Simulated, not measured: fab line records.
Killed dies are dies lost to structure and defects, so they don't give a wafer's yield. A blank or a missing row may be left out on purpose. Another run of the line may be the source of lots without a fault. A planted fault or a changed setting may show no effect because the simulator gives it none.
Which of the tools did it?	flow sky130	7 lots, 21 wafers sampled, at 2 steps of a route of 708

## WHAT THE GAUGES SHOWED, per wafer
SKY_LI_CONTACT_RS_MEAS_22: uses a four-point probe to measure.
lot	measured	on	LI_CONTACT_W_RS (ohm/sq)
L618	day 31 00:51	film-metro-01	0.2871 0.2889 0.2859
L620	day 31 15:55	film-metro-01	0.2857 0.2862 0.2868
L624	day 32 19:47	film-metro-01	0.2816 0.2822 0.2696 0.2818 0.2828 0.2693
L632	day 35 10:16	film-metro-02	0.2797 0.2789 0.2806
L634	day 36 04:36	film-metro-02	0.2823 0.2839 0.2836
L636	day 36 15:48	film-metro-01	0.2832 0.2793 0.2811
L638	day 37 08:09	film-metro-03	0.2851 0.2828 0.2813

## WHAT TOOL EACH LOT RAN ON (gives the tool, then ch and the chambers of the sampled wafers, and finally the start)
lot	SKY_LI_CONTACT_CVD_21
L618	cvd-w-01 ch 0,1, day 31 00:43
L620	cvd-w-01 ch 0,1, day 31 15:47
L624	cvd-w-01 ch 0,1, day 32 19:40
L632	cvd-w-02 ch 0,1, day 35 10:08
L634	cvd-w-02 ch 0,1, day 36 04:28
L636	cvd-w-01 ch 0,1, day 36 15:40
L638	cvd-w-02 ch 0,1, day 37 08:02
- SKY_LI_CONTACT_CVD_21: deposits W, target thk 400 nm, time 120.56 s.

## THE ANSWER, worked out from the rows above alone
Rule: usual is defined by the lots themselves. Put in order of their means at a reading, lots are off if they are a third of the lots or fewer, leave a main group of 4 or more, and stand apart from it by a gap of 3 or more times the standard deviation of the main group's means; of several such gaps the widest counts. A main group is skipped when, at the precision printed for the reading in the tables above, its means are all equal. A lot without any number at a reading at which 4 lots or more have one is off too. Any other lot the step has rows for is counted as sound.
No lot is off on any of the readings shown, so nothing can be concluded from this.

## WHAT THE SIMULATOR HAD PUT IN
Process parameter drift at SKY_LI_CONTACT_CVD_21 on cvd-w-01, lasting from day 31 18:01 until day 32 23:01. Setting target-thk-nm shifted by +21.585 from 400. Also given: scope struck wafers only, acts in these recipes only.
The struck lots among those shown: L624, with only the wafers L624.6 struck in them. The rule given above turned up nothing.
